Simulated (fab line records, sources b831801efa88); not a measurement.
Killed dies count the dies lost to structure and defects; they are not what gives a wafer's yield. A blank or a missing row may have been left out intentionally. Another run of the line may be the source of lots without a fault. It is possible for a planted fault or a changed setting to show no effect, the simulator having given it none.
Chamber matching | flow sky130 | rie-diel-04 running SKY_LI_CONTACT_ETCH_15: 4 sister chambers
The step etches PSG in C4F8/O2/Ar, stops on Si, target depth 600 nm. 24 wafers are shown with their chamber, then 12 later ones without.

WAFERS PAIRED WITH THEIR CHAMBERS
wafer  | chamber | oes-product-au (a.u.)
L074.1 | 1       | 0.831
L074.2 | 0       | 0.838
L074.3 | 2       | 0.839
L074.4 | 1       | 0.839
L074.5 | 0       | 0.839
L074.6 | 2       | 0.839
L075.4 | 1       | 0.838
L075.5 | 2       | 0.830
L075.6 | 0       | 0.842
L078.2 | 3       | 0.837
L078.3 | 0       | 0.840
L078.4 | 1       | 0.836
L080.1 | 0       | 0.837
L080.3 | 3       | 0.839
L080.6 | 0       | 0.838
L085.1 | 2       | 0.832
L085.4 | 0       | 0.839
L085.6 | 1       | 0.839
L087.1 | 0       | 0.830
L087.2 | 1       | 0.845
L087.3 | 3       | 0.838
L087.4 | 2       | 0.835
L087.5 | 1       | 0.839
L087.6 | 2       | 0.839

SIGNATURES (means of the wafers above)
reading        | chamber 0 | chamber 1 | chamber 2 | chamber 3 | scatter within a chamber
oes-product-au | 0.83787   | 0.83814   | 0.83567   | 0.83800   | 0.0037
Rule: a wafer's distance from a chamber is the root of the sum, over the readings, of the square of ((its reading less the chamber's mean) divided by the reading's scatter). If the next closest chamber is less than 2 further off than the closest, the wafer can't be placed; otherwise it belongs to the closest. The scatter: take each reading less its chamber's mean, square it, sum over the shown wafers, divide by the number of wafers less the number of chambers, and take the root.

WAFERS MISSING THEIR CHAMBER
wafer  | oes-product-au (a.u.)
L089.1 | 0.838
L089.2 | 0.836
L089.3 | 0.841
L089.4 | 0.835
L089.5 | 0.830
L089.6 | 0.837
L092.1 | 0.846
L092.3 | 0.841
L092.5 | 0.828
L097.2 | 0.836
L097.4 | 0.833
L097.5 | 0.834

WHICH CHAMBER EACH WENT THROUGH
wafer  | from the rows above               | in truth
L089.1 | can't be placed: 3 or 0 or 1 or 2 | 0
L089.2 | can't be placed: 2 or 0 or 3 or 1 | 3
L089.3 | can't be placed: 1 or 3 or 0 or 2 | 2
L089.4 | can't be placed: 2 or 0 or 3 or 1 | 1
L089.5 | can't be placed: 2 or 0 or 3 or 1 | 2
L089.6 | can't be placed: 0 or 3 or 1 or 2 | 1
L092.1 | can't be placed: 1 or 3 or 0 or 2 | 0
L092.3 | can't be placed: 1 or 3 or 0 or 2 | 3
L092.5 | can't be placed: 2 or 0 or 3 or 1 | 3
L097.2 | can't be placed: 2 or 0 or 3 or 1 | 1
L097.4 | can't be placed: 2 or 0 or 3 or 1 | 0
L097.5 | can't be placed: 2 or 0 or 3 or 1 | 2
Correct placement for 0 of the 12. Not placeable from these rows: 12 (in 12, the candidates include the true chamber). Placed wrongly: 0.
